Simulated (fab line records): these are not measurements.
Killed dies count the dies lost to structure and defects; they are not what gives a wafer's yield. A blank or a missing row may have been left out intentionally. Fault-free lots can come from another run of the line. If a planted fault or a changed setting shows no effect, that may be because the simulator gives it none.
Which tool is to blame? | flow gf180mcu | Sampling: 7 lots, 21 wafers, 3 of 602 route steps

WHAT EACH GAUGE READ, for each wafer
GF_HV_LDD_TW_MEAS_23.
lot  | measured     | on            | HV_LDD_2_TW
L106 | day 11 04:28 | film-metro-01 | 1055 1056 1061
L108 | day 11 21:17 | film-metro-04 | 1063 1062 1060
L111 | day 12 19:13 | film-metro-03 | 1065 1059 1059
L114 | day 13 12:12 | film-metro-03 | 1060 1059 1057
L121 | day 15 18:48 | film-metro-04 | 1061 1063 1068
L124 | day 16 19:13 | film-metro-03 | 1057 1064 1057
L128 | day 18 09:42 | film-metro-03 | 1064 1059 1062

WHICH TOOL RAN EACH LOT (tool, then ch and the chambers of the sampled wafers, then the start)
lot  | GF_VT_IMPLANT_RTA_45             | GF_HV_LDD_IMPLANT_21
L106 | rtp-anneal-02 ch 0, day 7 20:08  | implanter-01 ch 0, day 11 04:13
L108 | rtp-anneal-01 ch 0, day 8 11:54  | implanter-02 ch 0, day 11 21:02
L111 | rtp-anneal-02 ch 0, day 9 04:56  | implanter-04 ch 0, day 12 18:58
L114 | rtp-anneal-02 ch 0, day 10 00:28 | implanter-01 ch 0, day 13 11:58
L121 | rtp-anneal-02 ch 0, day 11 23:24 | implanter-02 ch 0, day 15 18:34
L124 | rtp-anneal-01 ch 0, day 12 22:19 | implanter-01 ch 0, day 16 18:59
L128 | rtp-anneal-01 ch 0, day 14 05:23 | implanter-02 ch 0, day 18 09:28
- GF_VT_IMPLANT_RTA_45: time 30 s.
- GF_HV_LDD_IMPLANT_21

THE ANSWER, worked out from the rows above alone
Rule: the lots themselves supply what counts as usual. Put in order of their means at a reading, lots are off if they are a third of the lots or fewer, leave a main group of 4 or more, and stand apart from it by a gap of 3 or more times the standard deviation of the main group's means; of several such gaps the widest counts. A main group whose means are all the same, to the digits that the tables above print for the reading, isn't used. Also off: a lot with no number at a reading for which 4 or more lots have one. The other lots that the step has rows for count as sound.
No lot is off on any of the readings shown, so nothing can be concluded from this.

WHAT THE SIMULATOR HAD PUT IN
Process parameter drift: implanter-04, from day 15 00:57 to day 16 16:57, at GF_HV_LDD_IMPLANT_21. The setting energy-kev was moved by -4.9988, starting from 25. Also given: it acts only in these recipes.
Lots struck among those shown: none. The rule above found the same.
